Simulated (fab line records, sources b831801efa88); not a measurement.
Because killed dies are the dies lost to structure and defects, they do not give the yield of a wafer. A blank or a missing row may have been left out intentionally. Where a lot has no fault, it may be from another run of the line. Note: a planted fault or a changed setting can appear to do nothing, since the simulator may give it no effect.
Comparing a struck lot with a sound one	flow sfq line	13 steps out of a route of 325
Sound: wafers L634.1, L634.3, L634.6. Struck: wafers L637.1, L637.4. (L637.3 of the same lot was not struck and is left out.) The cause comes at the end.
Per side, at each step with rows, come the tool, then ch with its chambers, and then its first start. Under that, the readings that differ: sound wafers	struck wafers	difference of the means	sigmas: that difference in standard deviations of wafers without a fault.
alike: readings with means less than 2 such deviations apart, plus words and numbers identical on both sides. not compared: withheld readings, readings lacking a value on some wafer, bounds such as >300 that could conceal the same value, and numbers that have no deviation in the record and whose values overlap.
The two part at a step that has a row with sigmas, a row that says differs or no value, or rows on one side only. Non-overlapping numbers with no deviation appear without sigmas and do not part them. Lack of a reading on every wafer of one side parts them only where that side has two or more wafers.

first, 1 step without rows for these wafers: SFQ_TRILAYER_M1_DEP_PRE_CLEAN_038 (time 22.5 s).
SFQ_TRILAYER_M1_DEP_SPUTTER_037: material Nb, target thk 200 nm, time 133.3 s.
  struck on pvd sputter-05, day 19 13:11; sound on pvd sputter-06, day 18 01:29
  alike: resputter cathode voltage v, throttle valve pct
SFQ_M1_RS_MEAS_909: uses a four-point probe to measure.
  struck on film metro-03, day 19 13:16; sound on film metro-03, day 18 01:34
  alike: M1_NB_RS
then, 6 steps without rows for these wafers: SFQ_TRILAYER_M1_LITHO_COAT_044 (resist thk 62 nm); SFQ_TRILAYER_M1_LITHO_COAT_039 (resist thk 600 nm); SFQ_TRILAYER_M1_LITHO_SOFTBAKE_043; SFQ_TRILAYER_M1_LITHO_EXPOSE_040 (exposes mask M1, target cd 500 nm); SFQ_TRILAYER_M1_LITHO_PEB_042 (peb time 60 s); SFQ_TRILAYER_M1_LITHO_DEVELOP_041 (time 60 s).
-- the record jumps here: 7 days lie between the struck wafers' starts before and after --
SFQ_M1_OVL_MEAS_911:
  struck on overlay-01, day 26 06:16; sound on overlay-02, day 24 13:14
reading	sound	struck	difference	sigmas
M1_OVL (nm)	9 8 8	-4 -5	-13	-2
SFQ_TRILAYER_M1_BARC_OPEN_METAL_ETCH_054: etches BARC in O2, target depth 125 nm, time 41.7 s.
  sound on rie metal-02 ch 0,1, day 24 13:16; struck on rie metal-03 ch 0, day 26 06:17
  alike: drypump motor current A, oes product au, rf fwd power W
  not compared: rf hours counter h
SFQ_TRILAYER_M1_ETCH_METAL_ETCH_042: etches Nb in Cl2/Ar, stops on SiO2, target depth 240 nm, time 120 s.
  sound on rie metal-02 ch 0,1, day 24 13:20; struck on rie metal-03 ch 0, day 26 06:21
reading	sound	struck	difference	sigmas
rf fwd power W (W)	598.4 600.0 598.1	502.7 501.4	-96.8	-48
model.KrF_of_TRILAYER_M1_LITHO_COAT_039.thk nm (nm)	382.2 380.4 381	398.2 400.1	+17.9	
  alike: drypump motor current A, oes product au
  not compared: rf hours counter h
SFQ_TRILAYER_M1_STRIP_STRIP_043: strips in O2.
  sound on rie metal-02 ch 0,1, day 24 13:28; struck on rie metal-03 ch 0, day 26 06:29
  alike: drypump motor current A, oes product au
  not compared: rf hours counter h

## WHERE THEY PART
First at SFQ_M1_OVL_MEAS_911; last, within this record, at SFQ_TRILAYER_M1_ETCH_METAL_ETCH_042. Later steps at which nothing parts them and some readings are alike: SFQ_TRILAYER_M1_STRIP_STRIP_043.

WHY: whatever the simulator had introduced
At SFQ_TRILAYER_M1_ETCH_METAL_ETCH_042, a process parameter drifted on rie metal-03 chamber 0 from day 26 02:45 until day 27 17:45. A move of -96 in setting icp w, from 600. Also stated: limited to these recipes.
